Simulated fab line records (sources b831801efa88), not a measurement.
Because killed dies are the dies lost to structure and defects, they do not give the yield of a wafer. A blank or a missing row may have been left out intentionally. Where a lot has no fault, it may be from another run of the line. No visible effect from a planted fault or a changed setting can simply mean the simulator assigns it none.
Shared-tool check -- flow gf180mcu -- Sampled: 13 lots, 39 wafers

## WHAT PROMPTED THE OPENING
At GF_PASSIVATION_THK_MEAS_03 the reading PASSIVATION_CVD_02_THK is flagged on 2 of 13 lots. Fault-free wafers read 698 nm, with a standard deviation of 10.
Rule: a lot gets a flag if all its wafers with a number sit over 4 standard deviations from that mean, or if no wafer of it has a number. All remaining lots are regarded as sound.

lot,measured,on,"PASSIVATION_CVD_02_THK (nm), wafer by wafer",flag
L479,day 28 13:52,film_metro-03,683 697 692,
L480,day 28 22:15,film_metro-04,691 707 708,
L481,day 29 02:40,film_metro-01,710 700 715,
L482,day 29 10:33,film_metro-04,691 702 689,
L483,day 30 00:05,film_metro-03,699 686 705,
L484,day 30 12:59,film_metro-04,682 690 716,
L486,day 31 10:21,film_metro-03,693 678 714,
L488,day 32 00:59,film_metro-04,694 701 702,
L492,day 32 17:44,film_metro-01,502 521 513,FLAGGED
L493,day 32 18:48,film_metro-03,500 485 504,FLAGGED
L496,day 33 09:47,film_metro-04,697 698 701,
L497,day 33 13:20,film_metro-03,709 688 714,
L498,day 33 19:31,film_metro-01,691 679 693,
Average over the flagged lots: 504 nm; offset from the usual -194 nm, equal to -19 standard deviations.

## WHICH TOOL RAN EACH LOT
The record keeps 1 process step preceding the reading, out of 602 steps on the route. Read each cell as the tool, then ch plus the chambers that the sampled wafers visited, then the start.
lot,flag,GF_PASSIVATION_CVD_02
L479,,"pecvd-02 ch 0,1,2, day 28 13:34"
L480,,"pecvd-02 ch 0,1, day 28 21:55"
L481,,"pecvd-04 ch 0,1, day 29 02:22"
L482,,"pecvd-02 ch 1,2, day 29 10:14"
L483,,"pecvd-02 ch 1,2, day 29 23:47"
L484,,"pecvd-04 ch 0,1, day 30 12:41"
L486,,"pecvd-03 ch 0,1, day 31 10:04"
L488,,"pecvd-02 ch 0,1, day 32 00:42"
L492,FLAGGED,"pecvd-04 ch 0,2, day 32 17:26"
L493,FLAGGED,"pecvd-04 ch 1,2, day 32 18:31"
L496,,"pecvd-02 ch 1,2, day 33 09:25"
L497,,"pecvd-02 ch 0,1, day 33 13:02"
L498,,"pecvd-03 ch 0,1, day 33 19:13"
What is done by these steps:
- GF_PASSIVATION_CVD_02: deposits Si3N4, target thk 700 nm, time 486.18 s.
- GF_PASSIVATION_THK_MEAS_03

## FLAGGED AGAINST TOTAL, ONE TOOL AT A TIME (gauges that did the reading follow at the end)
step,tool,lots run,flagged,share of the flagged lots,sound lots run after its first flagged lot
GF_PASSIVATION_CVD_02,pecvd-02,7,0,none,-
GF_PASSIVATION_CVD_02,pecvd-03,2,0,none,-
GF_PASSIVATION_CVD_02,pecvd-04,4,2,all,0
GF_PASSIVATION_THK_MEAS_03,film_metro-01,3,1,some,1 (L498)
GF_PASSIVATION_THK_MEAS_03,film_metro-03,5,1,some,1 (L497)
GF_PASSIVATION_THK_MEAS_03,film_metro-04,5,0,none,-

## WHAT THE TABLE PERMITS
All flagged lots share 1 row of the table, namely pecvd-04 at GF_PASSIVATION_CVD_02.
- pecvd-04 at GF_PASSIVATION_CVD_02 ran 4 lots, 2 of them flagged. Last sound lot L484 at day 30 12:41, first flagged lot L492 at day 32 17:26; a fault beginning in between fits.
What remains is a single tool, pecvd-04 at GF_PASSIVATION_CVD_02.

## WHAT WAS PUT IN BY THE SIMULATOR
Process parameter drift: pecvd-04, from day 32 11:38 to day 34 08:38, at GF_PASSIVATION_CVD_02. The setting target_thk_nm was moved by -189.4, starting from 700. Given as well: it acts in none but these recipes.
Struck lots among those shown: L492, L493. Same finding as the rule above.
